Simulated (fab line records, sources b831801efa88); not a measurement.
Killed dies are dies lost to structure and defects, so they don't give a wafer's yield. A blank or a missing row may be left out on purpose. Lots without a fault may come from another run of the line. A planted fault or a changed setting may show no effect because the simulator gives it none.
A struck lot beside a sound one | flow sky130 | 14 steps out of a route of 708
Sound: wafers L932.1, L932.2, L932.6. Struck: wafers L941.1, L941.3, L941.4. The cause comes at the end.
At each step with rows: each side's tool, then ch and its chambers, then its first start. Under that, the readings that differ: sound wafers | struck wafers | difference of the means | sigmas: that difference in standard deviations of wafers without a fault.
alike: readings whose means differ by less than 2 such deviations, and words and numbers that are the same on both sides. not compared: withheld readings, readings that some wafer has no value for, bounds like >300 that may hide the same value, and numbers for which the record gives no deviation and whose values overlap.
The two part at a step that has a row with sigmas, a row that says differs or no value, or rows on one side only. Numbers that don't overlap but have no deviation are shown without sigmas and don't part them. A reading that every wafer of one side lacks parts them only if that side has two wafers or more.

first, 4 steps without rows for these wafers: SKY_VT_ADJUST_LVTN_SOFTBAKE_14 (time 60 s); SKY_VT_ADJUST_LVTN_EXPOSE_15 (exposes mask HVN STD DERIVED, target cd 600 nm); SKY_VT_ADJUST_LVTN_PEB_16; SKY_VT_ADJUST_LVTN_DEVELOP_17 (develop time 60 s).
SKY_VT_ADJUST_LVTN_OVL_MEAS_18:
  sound on overlay-02, day 9 10:56; struck on overlay-01, day 12 01:38
  alike: VT_ADJUST_LVTN_01_OVL
then, 1 step without rows for these wafers: SKY_VT_ADJUST_LVTN_IMPLANT_19.
SKY_VT_ADJUST_LVTN_STRIP_20: strips in O2/N2.
  sound on plasma_asher-03 ch 0,1, day 9 11:07; struck on plasma_asher-02 ch 0,1, day 12 01:49
  alike: drypump_motor_current_A, oes_product_au, strip_time_to_endpoint_s
  not compared: rf_hours_counter_h
SKY_VT_ADJUST_LVTN_TW_MEAS_21:
  sound on film_metro-03, day 9 11:13; struck on film_metro-03, day 12 01:55
  alike: VT_ADJUST_LVTN_2_TW
then, 4 steps without rows for these wafers: SKY_VT_ADJUST_NCORE_DEHYDRATE_00 (time 60 s); SKY_VT_ADJUST_NCORE_HMDS_01 (prime time 60 s); SKY_VT_ADJUST_NCORE_COAT_02 (resist thk 1140 nm); SKY_VT_ADJUST_NCORE_SOFTBAKE_03 (time 60 s).
SKY_VT_ADJUST_NCORE_EXPOSE_04: exposes mask LVTN COMPLEMENT THIN, target cd 380 nm.
  sound on iline_stepper-01 ch 0, day 9 20:59; struck on iline_stepper-01, day 12 14:26
  no value came back on the struck wafers for exposure_dose_mJ_cm2, focus_offset_nm (nm); on the sound wafers exposure_dose_mJ_cm2 reads 138.96 138.82 138.88
  alike: mask
then, 1 step without rows for these wafers: SKY_VT_ADJUST_NCORE_PEB_05.

WHERE THEY PART
Only at SKY_VT_ADJUST_NCORE_EXPOSE_04, within this record.

WHY: what the simulator had put in
Skipped step whole: iline_stepper-01, from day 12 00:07 on, at SKY_VT_ADJUST_NCORE_EXPOSE_04. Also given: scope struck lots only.
